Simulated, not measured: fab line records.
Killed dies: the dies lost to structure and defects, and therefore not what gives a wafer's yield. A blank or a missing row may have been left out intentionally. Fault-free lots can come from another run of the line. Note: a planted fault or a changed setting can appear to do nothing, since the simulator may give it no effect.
Problem report in the 8D (eight disciplines) form, filled by code | flow gf180mcu | the parts of the form that need people (team, actions taken, sign-off) are left out
Where a reading is given only as a bound, like >300, the bound stands for it, and a mean or a difference that rests on one is marked > or <: the true number lies beyond.

## 1. THE ISSUE
Wafers free of any fault read 0.3271 ohm/sq (standard deviation 0.0027) for V1_W_RS at GF_V1_RS_MEAS_24, against a mean of 42.2445 ohm/sq on 6 wafers of 2 lots. That is +99 or more standard deviations from the usual mean.
The step: measures by four-point-probe.
Earliest sighting: wafer L770.2 on film-metro-04 at day 19 20:53. The record has a number at this step for 42 wafers belonging to 14 lots. Rule for "out" (also "out of limits"): further than 4 standard deviations from the usual mean. The rest of the wafers with a number are treated as sound.

## 2. WHAT IT IS, AND WHAT IT ISN'T
question                    | is                           | is not
which readings at this step | V1_W_RS                      | -
which lots                  | L770, L771                   | L765, L767, L768, L773, L778, L782, L783, L784, L785, L786, L787, L788
which wafers of those lots  | all that have a number       | -
read on which gauges        | film-metro-03, film-metro-04 | film-metro-02
when                        | from day 19 20:53            | up to then (9 sound wafers); but 27 sound wafers of L773, L778, L782, L783, L784, L785, L786, L787, L788 came after

## 3. WHAT RULES OUT EACH SUSPECT
Counting: any tool at a process step up to the reading is kept as a suspect provided that every lot that is out went through it and no sound lot did after the first of them.
- ruled out: the gauge at GF_V1_RS_MEAS_24. Those wafers that are out were read across 2 gauges (film-metro-03, film-metro-04).
- cvd-w-02 at GF_V1_CVD_23 (deposits W, target thk 350 nm, time 105.05 s): ruled out as a lasting fault. The sound lots L773, L782, L785 went through it after L770, its earliest lot that is out (day 19 20:45).
Left after counting: nothing in the record.

## 4. THE CAUSE (what the simulator had put in)
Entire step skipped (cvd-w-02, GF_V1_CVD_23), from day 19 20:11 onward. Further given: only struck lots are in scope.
Counting ruled it out, wrongly: the rule takes a fault to strike every lot that its tool runs from its start on, and this one did not.

## 5. SEQUENCE OF EFFECTS, ordered by route
One row per reading whose mean, taken over the struck wafers that have a number, lies over 3 standard deviations from the usual. Only readings for which the record gives a usual standard deviation are gone through. hours: the time from each lot's start at the first step in this table that gives one to its start at this step, as a median over the lots. sigmas: the change in usual standard deviations.
hours | step              | reading            | usual         | on struck wafers | change   | sigmas
0     | GF_V1_RS_MEAS_24  | V1_W_RS            | 0.3271 ohm/sq | 42.2445          | +41.9174 | +99 or more
0     | GF_V1_THK_MEAS_25 | V1_W_THK           | 334 nm        | <0               | <-334    | <-61
0     | GF_V1_CMP_26      | time-to-endpoint-s | 86 s          | 5                | -81      | -26
Process steps it contains:
- GF_V1_CMP_26: polishes, stops on SiO2, t overpolish 15 s, target thk 0 nm.
Readings that are blank on the struck wafers while sound wafers have them: chamber-pressure-Torr at GF_V1_CVD_23; heater-power-outer-w at GF_V1_CVD_23; heater-power-w at GF_V1_CVD_23.

## 6. HOW IT WOULD HAVE BEEN CAUGHT EARLIER
In this record the first reading out of limits at a measuring or inspecting step was taken at day 19 20:53, 1 hour after the fault began at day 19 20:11.
At GF_V1_CVD_23 the tool's readings are blank on the struck wafers, where sound wafers have them: an empty tool record is the first sign, and it was there at once.
